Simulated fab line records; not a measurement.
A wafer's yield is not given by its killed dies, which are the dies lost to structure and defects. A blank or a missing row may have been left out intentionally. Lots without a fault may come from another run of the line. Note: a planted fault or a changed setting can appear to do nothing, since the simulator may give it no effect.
Chamber matching	flow gf180mcu	GF_PASSIVATION_CVD_00 on pecvd-03 has 3 sister chambers
The step deposits SiO2 from TEOS, target thk 1000 nm, time 111.95 s. 14 wafers are shown with their chamber, then 7 later ones without.

## WAFERS, EACH WITH ITS CHAMBER
wafer	chamber	heater_power_w (W)	heater_power_outer_w (W)	susceptor_temp_C (C)
L076.4	2	876	544	400.04
L076.5	1	672	415	400.02
L076.6	0	637	372	400.26
L078.2	0	628	378	400.37
L078.5	1	819	522	399.92
L078.6	2	716	411	400.55
L087.1	2	862	526	400.03
L087.2	0	604	347	399.57
L087.6	1	673	426	399.81
L088.2	1	766	498	400.15
L088.5	2	845	526	399.99
L088.6	0	662	377	400.35
L093.2	1	752	474	400.03
L093.5	1	803	523	400.01

SIGNATURES (averages over the wafers above)
reading	chamber 0	chamber 1	chamber 2	scatter within a chamber
heater_power_w	632.75	747.50	824.75	58.6
heater_power_outer_w	368.50	476.33	501.75	45.6
susceptor_temp_C	400.1375	399.9900	400.1525	0.255
Rule: a wafer's distance from a chamber is the root of the sum, over the readings, of the square of ((its reading less the chamber's mean) divided by the reading's scatter). If the next closest chamber is less than 2 further off than the closest, the wafer can't be placed; otherwise it belongs to the closest. How the scatter is found: for the shown wafers, subtract from each reading the mean of its chamber, square and add these, divide the total by (wafers less chambers), then take the root.

## WAFERS MISSING THEIR CHAMBER
wafer	heater_power_w (W)	heater_power_outer_w (W)	susceptor_temp_C (C)
L093.6	655	391	400.19
L095.2	590	341	400.14
L095.3	737	443	399.84
L095.4	786	497	399.90
L096.3	814	499	400.43
L096.4	601	352	400.24
L096.5	868	524	400.30

## WHICH CHAMBER EACH WENT THROUGH
wafer	from the rows above	in truth
L093.6	can't be placed: 0 or 1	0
L095.2	0	0
L095.3	can't be placed: 1 or 2 or 0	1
L095.4	can't be placed: 1 or 2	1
L096.3	can't be placed: 2 or 1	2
L096.4	0	0
L096.5	can't be placed: 2 or 1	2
2 of 7 placed correctly. From these rows, 5 cannot be placed; in 5 the true chamber is one of the candidates. 0 placed wrongly.
